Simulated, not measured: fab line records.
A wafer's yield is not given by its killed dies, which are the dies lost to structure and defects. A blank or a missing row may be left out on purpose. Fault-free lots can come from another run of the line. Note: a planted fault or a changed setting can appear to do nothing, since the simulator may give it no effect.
A struck lot beside a sound one :: flow sfq line :: 41 steps out of a route of 325
Sound: wafers L791.2, L791.3, L791.5. Wafers struck: L808.1, L808.5. The cause comes at the end.
Order at every step that has rows: each side's tool, ch and its chambers, its first start. Under that, the readings that differ: sound wafers :: struck wafers :: difference of the means :: sigmas: that difference in standard deviations of wafers without a fault.
alike: readings with means less than 2 such deviations apart, plus words and numbers identical on both sides. not compared: withheld readings, readings lacking a value on some wafer, bounds such as >300 that could conceal the same value, and numbers that have no deviation in the record and whose values overlap.
A row with sigmas, a row that says differs or no value, or rows on one side alone: a step with any of these is where the two part. Non-overlapping numbers with no deviation appear without sigmas and do not part them. Lack of a reading on every wafer of one side parts them only where that side has two or more wafers.

first, 6 steps without rows for these wafers: SFQ_TRILAYER_I0_VIA_LITHO_COAT_036 (resist thk 62 nm); SFQ_TRILAYER_I0_VIA_LITHO_COAT_031 (resist thk 650 nm); SFQ_TRILAYER_I0_VIA_LITHO_SOFTBAKE_035; SFQ_TRILAYER_I0_VIA_LITHO_EXPOSE_032 (exposes mask I0, target cd 500 nm); SFQ_TRILAYER_I0_VIA_LITHO_PEB_034 (peb time 60 s); SFQ_TRILAYER_I0_VIA_LITHO_DEVELOP_033 (time 60 s).
SFQ_I0_OVL_MEAS_908:
  sound: overlay-01 at day 17 14:36; struck: overlay-02 at day 25 14:43
  alike: I0_OVL
then, 1 step without rows for these wafers: SFQ_TRILAYER_I0_VIA_BARC_OPEN_VIA_ETCH_046 (etches BARC in O2, target depth 125 nm, time 41.7 s).
SFQ_TRILAYER_I0_VIA_ETCH_VIA_ETCH_034: etches SiO2 in CHF3, stops on Nb, target depth 260 nm.
  sound on rie diel-01 ch 0,1,3, day 17 14:40; struck on rie diel-04 ch 2, day 25 14:47
  alike: drypump motor current A, oes product au
SFQ_TRILAYER_I0_VIA_STRIP_STRIP_035: strips in O2.
  sound on rie metal-01 ch 1, day 17 14:47; struck on rie metal-04 ch 1, day 25 14:54
reading: oes product au (a.u.)
sound: 1.019 1.016 1.025
struck: 0.994 0.993
difference: -0.026
sigmas: -3
  alike: drypump motor current A
  not compared: rf hours counter h
then, 2 steps without rows for these wafers: SFQ_TRILAYER_I0_VIA_STRIP_SOLV_CLEAN_036 (cleans in NMP, time 600 s); SFQ_TRILAYER_M1_DEP_PRE_CLEAN_038 (time 22.5 s).
SFQ_TRILAYER_M1_DEP_SPUTTER_037: material Nb, target thk 200 nm, time 133.3 s.
  sound: pvd sputter-05 at day 17 15:36; struck: pvd sputter-03 at day 25 15:42
reading: model.Nb_of_TRILAYER_M1_DEP_SPUTTER_037.thk nm (nm)
sound: 195.6 194.5 195.9
struck: 183.4 182
difference: -12.6
sigmas: 
  alike: resputter cathode voltage v, throttle valve pct
SFQ_M1_RS_MEAS_909: a four-point-probe measurement.
  sound: film metro-04 at day 17 15:43; struck: film metro-04 at day 25 16:05
reading: M1_NB_RS (ohm/sq)
sound: 0.912 0.913 0.910
struck: 0.972 0.979
difference: +0.064
sigmas: +6
  not compared: hold
then, 5 steps without rows for these wafers: SFQ_TRILAYER_M1_LITHO_COAT_039 (resist thk 600 nm); SFQ_TRILAYER_M1_LITHO_SOFTBAKE_043; SFQ_TRILAYER_M1_LITHO_EXPOSE_040 (exposes mask M1, target cd 500 nm); SFQ_TRILAYER_M1_LITHO_PEB_042 (peb time 60 s); SFQ_TRILAYER_M1_LITHO_DEVELOP_041 (time 60 s).
-- the record jumps here: 7 days lie between the struck wafers' starts before and after --
SFQ_M1_OVL_MEAS_911:
  sound: overlay-02 at day 24 09:13; struck: overlay-01 at day 32 09:37
  alike: M1_OVL
then, 1 step without rows for these wafers: SFQ_TRILAYER_M1_BARC_OPEN_METAL_ETCH_054 (etches BARC in O2, target depth 125 nm, time 41.7 s).
SFQ_TRILAYER_M1_ETCH_METAL_ETCH_042: etches Nb in Cl2/Ar, stops on SiO2, target depth 240 nm, time 120 s.
  sound on rie metal-03 ch 1, day 24 09:19; struck on rie metal-01 ch 1, day 32 09:43
reading: oes product au (a.u.)
sound: 0.879 0.878 0.877
struck: 0.855 0.847
difference: -0.027
sigmas: -4
  alike: drypump motor current A
  not compared: rf hours counter h
then, 2 steps without rows for these wafers: SFQ_TRILAYER_M1_STRIP_STRIP_043 (strips in O2); SFQ_TRILAYER_M1_STRIP_SOLV_CLEAN_044 (cleans in NMP, time 600 s).
SFQ_TRILAYER_I1_DEP_PECVD_045: deposits SiO2 from SiH4/N2O, time 111.11 s, target thk 500 nm.
  sound on pecvd-02 ch 0,2, day 24 10:13; struck on pecvd-01 ch 0,1, day 32 10:38
  alike: heater power w, throttle valve pct
then, 1 step without rows for these wafers: SFQ_TRILAYER_I1_CMP_CMP_046 (polishes SiO2).
SFQ_I1_BOW_MEAS_912:
  sound: film metro-01 at day 24 13:19; struck: film metro-01 at day 32 14:18
  alike: I1_BOW
SFQ_TRILAYER_I1_METRO_MEASURE_047:
  sound: film metro-01 at day 24 13:37; struck: film metro-01 at day 32 14:25
  alike: thk nm
then, 6 steps without rows for these wafers: SFQ_TRILAYER_I1_VIA_LITHO_COAT_054 (resist thk 62 nm); SFQ_TRILAYER_I1_VIA_LITHO_COAT_049 (resist thk 650 nm); SFQ_TRILAYER_I1_VIA_LITHO_SOFTBAKE_053; SFQ_TRILAYER_I1_VIA_LITHO_EXPOSE_050 (exposes mask I1, target cd 500 nm); SFQ_TRILAYER_I1_VIA_LITHO_PEB_052 (peb time 60 s); SFQ_TRILAYER_I1_VIA_LITHO_DEVELOP_051 (time 60 s).
SFQ_I1_OVL_MEAS_913:
  sound: overlay-02 at day 24 20:35; struck: overlay-01 at day 33 10:03
  alike: I1_OVL
then, 2 steps without rows for these wafers: SFQ_TRILAYER_I1_VIA_BARC_OPEN_VIA_ETCH_071 (etches BARC in O2, target depth 125 nm, time 41.7 s); SFQ_TRILAYER_I1_VIA_ETCH_VIA_ETCH_052 (etches SiO2 in CHF3, stops on Nb, target depth 260 nm).
SFQ_TRILAYER_I1_VIA_STRIP_STRIP_053: strips in O2.
  sound on rie metal-04 ch 0,1, day 24 20:46; struck on rie metal-01 ch 0, day 33 10:14
  alike: drypump motor current A, oes product au
  not compared: rf hours counter h
then, 2 steps without rows for these wafers: SFQ_TRILAYER_I1_VIA_STRIP_SOLV_CLEAN_054 (cleans in NMP, time 600 s); SFQ_TRILAYER_M2_DEP_PRE_CLEAN_056 (time 22.5 s).
-- the record jumps here: 58 days lie between the struck wafers' starts before and after --
SFQ_M8_BOW_MEAS_951:
  sound: film metro-04 at day 79 09:51; struck: film metro-01 at day 91 20:05
reading: model.etest.m1.ohm um
sound: 1.812 1.827 1.817
struck: 1.94 1.954
difference: +0.13
sigmas: 

reading: model.etest.i0.link ohm
sound: 1.993 2.002 1.993
struck: 2.066 2.084
difference: +0.079
sigmas: 

reading: model.etest.m1.ohm sq
sound: 0.91 0.9148 0.9086
struck: 0.9704 0.9776
difference: +0.0629
sigmas: 

reading: model.etest.i1.link ohm
sound: 1.98 1.972 1.966
struck: 2.036 2.041
difference: +0.066
sigmas: 
  alike: M8_BOW

WHERE THEY PART
Earliest at SFQ_TRILAYER_I0_VIA_STRIP_STRIP_035; latest, in this record, at SFQ_TRILAYER_M1_ETCH_METAL_ETCH_042. Later steps at which nothing parts them and some readings are alike: SFQ_TRILAYER_I1_DEP_PECVD_045, SFQ_I1_BOW_MEAS_912, SFQ_TRILAYER_I1_METRO_MEASURE_047, SFQ_I1_OVL_MEAS_913, SFQ_TRILAYER_I1_VIA_STRIP_STRIP_053, SFQ_M8_BOW_MEAS_951.

WHY: what the simulator had put in
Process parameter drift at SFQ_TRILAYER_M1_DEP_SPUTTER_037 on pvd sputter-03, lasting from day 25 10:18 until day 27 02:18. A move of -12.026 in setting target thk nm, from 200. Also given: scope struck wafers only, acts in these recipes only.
